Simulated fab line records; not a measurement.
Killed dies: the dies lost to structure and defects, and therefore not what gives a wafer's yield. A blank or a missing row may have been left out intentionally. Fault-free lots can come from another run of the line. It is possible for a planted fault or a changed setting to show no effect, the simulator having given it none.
A lot that was struck, set against a sound lot | flow sky130 | 16 steps out of a route of 708
Sound: wafers L686.1, L686.4, L686.6. Struck: wafer L690.6 (left out: L690.1, L690.5 of the same lot, which were not struck); the cause appears at the end.
For every step that has rows: the tool of each side, followed by ch and its chambers, followed by its first start. Under that, the readings that differ: sound wafers | struck wafers | difference of the means | sigmas: that difference in standard deviations of wafers without a fault.
alike: words and numbers the same on both sides, and readings whose means are apart by under 2 such deviations; not compared: readings that were withheld, readings missing a value for some wafer, numbers with overlapping values and no deviation given by the record, and bounds like >300 which may hide the same value.
A row with sigmas, a row that says differs or no value, or rows on one side alone: a step with any of these is where the two part. Numbers that have no deviation but don't overlap get no sigmas and don't part them. A reading that every wafer of one side lacks parts them only if that side has two wafers or more.

first, 3 steps without rows for these wafers: SKY_METAL2_EXPOSE_12 (exposes mask MM2, target cd 140 nm); SKY_METAL2_PEB_13; SKY_METAL2_DEVELOP_14 (develop time 60 s).
SKY_METAL2_CD_MEAS_15 targets a cd of 140 nm.
  sound on cd sem-02 at day 36 06:03; struck on cd sem-01 at day 36 14:18
  alike: cd nm
SKY_METAL2_OVL_MEAS_16:
  sound on overlay-01 at day 36 06:10; struck on overlay-01 at day 36 14:25
  alike: METAL2_OVL
SKY_METAL2_DESCUM_17: chemistry O2, time 8 s.
  sound on rie metal-01 ch 0, day 36 06:13; struck on rie metal-02 ch 0, day 36 14:28
  reading                     | sound       | struck | difference | sigmas
  drypump motor current A (A) | 6.0 6.0 6.0 | 5.0    | -1.0       | -2
  alike: oes product au
  not compared: rf hours counter h
SKY_METAL2_ETCH_18: etches BARC in N2/H2, stops on SiO2, time 45.9 s, target depth 60 nm.
  sound on rie metal-01 ch 0, day 36 06:14; struck on rie metal-02 ch 0, day 36 14:30
  reading                     | sound       | struck | difference | sigmas
  drypump motor current A (A) | 6.0 6.0 6.0 | 4.9    | -1.1       | -2
  alike: bias w, oes product au, throttle valve pct
  not compared: rf hours counter h
SKY_METAL2_METAL_ETCH_19: etches the open film in Cl2/BCl3, stops on SiO2, target depth 360 nm, time 78 s.
  sound on rie metal-01 ch 0, day 36 06:18; struck on rie metal-02 ch 0, day 36 14:35
  reading                     | sound       | struck | difference | sigmas
  drypump motor current A (A) | 6.0 6.0 6.0 | 5.0    | -1.0       | -2
  alike: bcl3 flow sccm, bias w, oes product au, throttle valve pct
  not compared: rf hours counter h
SKY_METAL2_STRIP_20: strips in O2/N2.
  sound on plasma asher-04 ch 0,1, day 36 06:23; struck on plasma asher-01 ch 1, day 36 14:42
  alike: drypump motor current A, oes product au, strip time to endpoint s
  not compared: rf hours counter h
then, 3 steps without rows for these wafers: SKY_METAL2_STRIP_21 (strips in post etch residue remover, time 1200 s); SKY_METAL2_CLEAN_22 (cleans in IPA, time 180 s); SKY_METAL2_CLEAN_23 (cleans in O3/DIW).
SKY_VIA2_HDPCVD_00: deposits SiO2, target thk 1180 nm, time 196.7 s.
  sound on hdpcvd-01 ch 1,2, day 36 06:59; struck on hdpcvd-01 ch 0, day 36 15:18
  reading                                  | sound             | struck | difference | sigmas
  run length s (s)                         | 224.0 224.0 225.6 | 305.7  | +81.2      | +99 or more
  model.SiO2_of_VIA2_HDPCVD_00.thk nm (nm) | 1202 1193 1203    | 1678   | +479       |
  alike: sih4 flow sccm
SKY_VIA2_THK_MEAS_01:
  sound on film metro-02 at day 36 07:07; struck on film metro-04 at day 36 15:25
  reading              | sound          | struck | difference | sigmas
  VIA2_HDPCVD_THK (nm) | 1202 1192 1204 | 1679   | +480       | +37
SKY_VIA2_CMP_02: polishes SiO2.
  sound on cmp-01 ch 1,2, day 36 07:13; struck on cmp-02 ch 1, day 36 15:35
  alike: motor current A, slurry filter dp kPa
-- the record jumps here: 11 days lie between the struck wafers' starts before and after (it left off in module VIA2 and takes up again in module PAD_OPEN, whose first step shown is number 708 of the route) --
SKY_PAD_OPEN_PROBE_99:
  sound on prober-02 at day 46 13:09; struck on prober-01 at day 47 04:32
  alike: defect limited yield, killed_at_M0_to_M3, killed_at_M4_up, killed at contacts, killed at front end, killed at other, killed dies, killed open, killed short, sort_bin_3_pad_short, sort_bin_5_function, sort_bin_6_memory, sort n pass, sort yield pct

== WHERE THEY PART ==
Last at SKY_VIA2_THK_MEAS_01 as far as this record goes, first at SKY_METAL2_DESCUM_17. Later steps at which nothing parts them and some readings are alike: SKY_VIA2_CMP_02, SKY_PAD_OPEN_PROBE_99.

WHY: whatever the simulator had introduced
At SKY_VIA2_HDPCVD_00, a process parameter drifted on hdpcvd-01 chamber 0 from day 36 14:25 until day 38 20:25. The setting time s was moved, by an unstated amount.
